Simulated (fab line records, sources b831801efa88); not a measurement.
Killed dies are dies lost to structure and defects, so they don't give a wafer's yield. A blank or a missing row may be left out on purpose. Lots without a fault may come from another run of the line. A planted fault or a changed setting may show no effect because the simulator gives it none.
A struck lot beside a sound one | flow sky130 | 35 steps out of a route of 708
Sound: wafers L725.1, L725.2, L725.4. Struck: wafer L735.6. The cause comes at the end.
At each step with rows: each side's tool, then ch and its chambers, then its first start. Under that, the readings that differ: sound wafers | struck wafers | difference of the means | sigmas: that difference in standard deviations of wafers without a fault.
alike: readings whose means differ by less than 2 such deviations, and words and numbers that are the same on both sides. not compared: withheld readings, readings that some wafer has no value for, bounds like >300 that may hide the same value, and numbers for which the record gives no deviation and whose values overlap.
The two part at a step that has a row with sigmas, a row that says differs or no value, or rows on one side only. Numbers that don't overlap but have no deviation are shown without sigmas and don't part them. A reading that every wafer of one side lacks parts them only if that side has two wafers or more.

first, 4 steps without rows for these wafers: SKY_METAL5_SOFTBAKE_10 (time 60 s); SKY_METAL5_EXPOSE_11 (exposes mask MM5, target cd 1600 nm); SKY_METAL5_PEB_12; SKY_METAL5_DEVELOP_13 (develop time 60 s).
SKY_METAL5_DESCUM_14: chemistry O2, time 11 s.
  sound on rie_metal-03 ch 0,1, day 44 06:26; struck on rie_metal-04 ch 0, day 47 06:14
  alike: drypump_motor_current_A, oes_product_au, temp_c
  not compared: rf_hours_counter_h
then, 1 step without rows for these wafers: SKY_METAL5_METAL_ETCH_15 (etches the open film in Cl2/BCl3, stops on SiO2, target depth 1260 nm, time 252 s).
SKY_METAL5_STRIP_16: strips in O2/N2.
  sound on plasma_asher-01 ch 0,1, day 44 06:42; struck on plasma_asher-02 ch 0, day 47 06:47
  alike: drypump_motor_current_A, oes_product_au, strip_time_to_endpoint_s
  not compared: rf_hours_counter_h
then, 3 steps without rows for these wafers: SKY_METAL5_STRIP_17 (strips in post etch residue remover, time 1200 s); SKY_METAL5_CLEAN_18 (cleans in IPA, time 180 s); SKY_METAL5_CLEAN_19 (cleans in O3/DIW).
SKY_PASSIVATION_CVD_00: deposits SiO2, target thk 90 nm.
  sound on pecvd-02 ch 1,2, day 44 07:17; struck on pecvd-03 ch 1, day 47 07:30
  alike: heater_power_w
SKY_PASSIVATION_THK_MEAS_01:
  sound on film_metro-03, day 44 07:19; struck on film_metro-03, day 47 07:34
  reading                     | sound          | struck | difference | sigmas
  PASSIVATION_CVD_00_THK (nm) | 88.3 87.6 90.8 | 91.8   | +2.9       | +2
SKY_PASSIVATION_CVD_02: deposits Si3N4, target thk 540 nm.
  sound on pecvd-04 ch 0,2, day 44 07:22; struck on pecvd-02 ch 2, day 47 07:41
  reading                                       | sound             | struck | difference | sigmas
  model.Si3N4_of_PASSIVATION_CVD_02.thk_nm (nm) | 534.7 544.1 544.5 | 467.5  | -73.6      |
  alike: heater_power_w
SKY_PASSIVATION_THK_MEAS_03:
  sound on film_metro-02, day 44 07:35; struck on film_metro-02, day 47 07:50
  reading                     | sound       | struck | difference | sigmas
  PASSIVATION_CVD_02_THK (nm) | 535 544 544 | 468    | -73        | -10
then, 7 steps without rows for these wafers: SKY_PASSIVATION_DEHYDRATE_04 (time 60 s); SKY_PASSIVATION_HMDS_05 (prime time 60 s); SKY_PASSIVATION_COAT_06 (resist thk 3000 nm); SKY_PASSIVATION_SOFTBAKE_07; SKY_PASSIVATION_EXPOSE_08 (exposes mask NSM, target cd 3000 nm); SKY_PASSIVATION_PEB_09; SKY_PASSIVATION_DEVELOP_10 (develop time 60 s).
SKY_PASSIVATION_ETCH_11: etches the open film in CF4/O2, stops on AlCu, target depth 725 nm, time 161.1 s.
  sound on rie_diel-01 ch 0,2,3, day 45 05:47; struck on rie_diel-01 ch 3, day 48 03:23
  reading                                 | sound             | struck | difference | sigmas
  oes_product_au (a.u.)                   | 0.967 0.978 0.986 | 0.917  | -0.060     | -8
  model.PASSIVATION.feature_depth_nm (nm) | 698.8 707.2 710.7 | 634.8  | -70.8      |
  model.etch.depth_nm (nm)                | 698.8 707.2 710.7 | 634.8  | -70.8      |
  alike: bias_w, drypump_motor_current_A, throttle_valve_pct
  not compared: rf_hours_counter_h
SKY_PASSIVATION_STRIP_12: strips in O2/N2.
  sound on plasma_asher-02 ch 0,1, day 45 05:53; struck on plasma_asher-01 ch 1, day 48 03:31
  alike: drypump_motor_current_A, oes_product_au, strip_time_to_endpoint_s
  not compared: rf_hours_counter_h
then, 7 steps without rows for these wafers: SKY_PAD_OPEN_DEHYDRATE_00 (time 60 s); SKY_PAD_OPEN_HMDS_01 (prime time 60 s); SKY_PAD_OPEN_COAT_02 (resist thk 3000 nm); SKY_PAD_OPEN_SOFTBAKE_03; SKY_PAD_OPEN_EXPOSE_04 (exposes mask PDM, target cd 60000 nm); SKY_PAD_OPEN_PEB_05; SKY_PAD_OPEN_DEVELOP_06 (develop time 60 s).
SKY_PAD_OPEN_ETCH_07: etches the open film in CF4/O2, stops on AlCu, target depth 725 nm, time 161.1 s.
  sound on rie_diel-02 ch 1,2,3, day 46 03:26; struck on rie_diel-03 ch 3, day 48 23:08
  reading                              | sound             | struck | difference | sigmas
  oes_product_au (a.u.)                | 0.969 0.976 0.990 | 0.924  | -0.054     | -7
  model.etch.depth_nm (nm)             | 698.8 707.2 710.7 | 634.8  | -70.8      |
  model.PAD_OPEN.feature_depth_nm (nm) | 698.8 707.2 710.7 | 634.8  | -70.8      |
  alike: bias_w, drypump_motor_current_A, throttle_valve_pct
  not compared: rf_hours_counter_h
SKY_PAD_OPEN_STRIP_08: strips in O2/N2.
  sound on plasma_asher-02 ch 0,1, day 46 03:32; struck on plasma_asher-03 ch 0, day 48 23:15
  reading                     | sound          | struck | difference | sigmas
  drypump_motor_current_A (A) | 5.75 5.91 5.90 | 5.40   | -0.45      | -2
  alike: oes_product_au, strip_time_to_endpoint_s
  not compared: rf_hours_counter_h
SKY_PAD_OPEN_STRIP_09: strips in post etch residue remover, time 1200 s.
  sound on wet_bench-02 ch 2, day 46 03:47; struck on wet_bench-04 ch 3, day 48 23:21
  reading                                       | sound             | struck | difference | sigmas
  model.Si3N4_of_PASSIVATION_CVD_02.thk_nm (nm) | 534.3 543.7 544.1 | 467.2  | -73.5      |
  alike: bath_guard_temp_C, temp_c
then, 2 steps without rows for these wafers: SKY_PAD_OPEN_CLEAN_10 (cleans in IPA, time 180 s); SKY_PAD_OPEN_PROBE_99.

WHERE THEY PART
First at SKY_PASSIVATION_THK_MEAS_01; last, within this record, at SKY_PAD_OPEN_STRIP_08. Later steps at which nothing parts them and some readings are alike: SKY_PAD_OPEN_STRIP_09.

WHY: what the simulator had put in
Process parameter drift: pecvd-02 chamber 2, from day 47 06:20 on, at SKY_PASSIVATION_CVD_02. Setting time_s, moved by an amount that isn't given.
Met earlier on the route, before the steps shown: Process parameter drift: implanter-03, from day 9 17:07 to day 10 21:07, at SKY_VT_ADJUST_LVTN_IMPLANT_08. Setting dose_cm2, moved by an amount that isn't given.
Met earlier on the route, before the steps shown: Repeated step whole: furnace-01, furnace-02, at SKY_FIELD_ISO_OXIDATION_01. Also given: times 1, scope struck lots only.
